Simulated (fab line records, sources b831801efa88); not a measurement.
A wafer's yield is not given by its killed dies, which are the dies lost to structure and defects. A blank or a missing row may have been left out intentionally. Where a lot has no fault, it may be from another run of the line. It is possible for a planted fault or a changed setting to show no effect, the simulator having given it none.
Problem report in the 8D (eight disciplines) form, filled by code + flow sfq-line + the parts of the form that need people (team, actions taken, sign-off) are left out

## 1. THE ISSUE
Wafers without a fault read 213 s, standard deviation 7.6; time-to-endpoint-s at SFQ_TRILAYER_I4_CMP_CMP_100 reads a mean of 258 s on 2 wafers belonging to 2 lots. That is +5.9 standard deviations from the usual mean.
The step: polishes SiO2.
First seen on wafer L442.5, day 62 00:07, on cmp-02. The record has a number at this step for 36 wafers belonging to 12 lots. Rule for "out" (also "out of limits"): further than 4 standard deviations from the usual mean. The other wafers with a number count as sound.

## 2. WHAT IT IS; WHAT IT IS NOT
| question                    | is                 | is not                                                                                 |
|-----------------------------|--------------------|----------------------------------------------------------------------------------------|
| which readings at this step | time-to-endpoint-s | head-pressure-psi, motor-current-A                                                     |
| which lots                  | L442, L444         | L433, L434, L435, L436, L437, L438, L441, L450, L451, L453                             |
| which wafers of those lots  | L442.5, L444.6     | L442.3, L442.4, L444.2, L444.3                                                         |
| read on which tools         | cmp-02             | cmp-01                                                                                 |
| when                        | from day 62 00:07  | up to then (23 sound wafers); but 11 sound wafers of L444, L450, L451, L453 came after |

## 3. THE SUSPECTS, EACH WITH WHAT RULES IT OUT
Counting: a tool at a process step up to the reading stays a suspect if it ran every lot that is out. Sound lots after the first of them don't rule it out here, since some wafers of a struck lot are sound.
- cmp-02 at SFQ_TRILAYER_I4_CMP_CMP_100 (polishes SiO2): kept. Every lot that is out went through it, the first being L442 (day 61 21:37); the last sound lot it ran before that was L437 (day 50 17:29). On those wafers its own readings are out: time-to-endpoint-s.
- In cmp-02 at SFQ_TRILAYER_I4_CMP_CMP_100, the wafers that are out were processed in chamber 2 and their sound lot-mates in chambers 1, 3.
Remaining after the count: cmp-02 at SFQ_TRILAYER_I4_CMP_CMP_100.

## 4. THE CAUSE (what the simulator had put in)
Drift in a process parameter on cmp-02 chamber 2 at SFQ_TRILAYER_I4_CMP_CMP_100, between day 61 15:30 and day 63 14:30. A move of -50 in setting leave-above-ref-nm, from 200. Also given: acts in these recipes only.
Only this tool survived the counting.

## 5. SEQUENCE OF EFFECTS, ordered by route
One row per reading whose mean, taken over the struck wafers that have a number, lies over 3 standard deviations from the usual. Only readings whose record carries a usual standard deviation are examined. hours: median over the lots of the time between each lot's start at the first step of this table that gives one and its start at this step. sigmas: the change, counted in usual standard deviations.
| hours | step                                  | reading            | usual      | on struck wafers | change | sigmas |
|-------|---------------------------------------|--------------------|------------|------------------|--------|--------|
| 0     | SFQ_TRILAYER_I4_CMP_CMP_100           | time-to-endpoint-s | 213 s      | 258              | +44    | +5.9   |
| 5     | SFQ_TRILAYER_I4_METRO_MEASURE_101     | thk-nm             | 199.4 nm   | 150.2            | -49.2  | -45    |
| 15    | SFQ_TRILAYER_I4_VIA_ETCH_VIA_ETCH_106 | oes-product-au     | 0.853 a.u. | 0.736            | -0.117 | -22    |
Its process steps:
- SFQ_TRILAYER_I4_CMP_CMP_100: polishes SiO2.
- SFQ_TRILAYER_I4_METRO_MEASURE_101
- SFQ_TRILAYER_I4_VIA_ETCH_VIA_ETCH_106: etches SiO2 in CHF3, stops on Nb, target depth 260 nm.
Later steps that measure or inspect, where all struck wafers having a row at the step show a number for every such reading and not one has moved that far: SFQ_I4_BOW_MEAS_927.

## 6. WHAT WOULD HAVE CAUGHT IT SOONER
First out-of-limits reading in this record: day 62 00:07, which is 9 hours after fault onset at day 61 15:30.
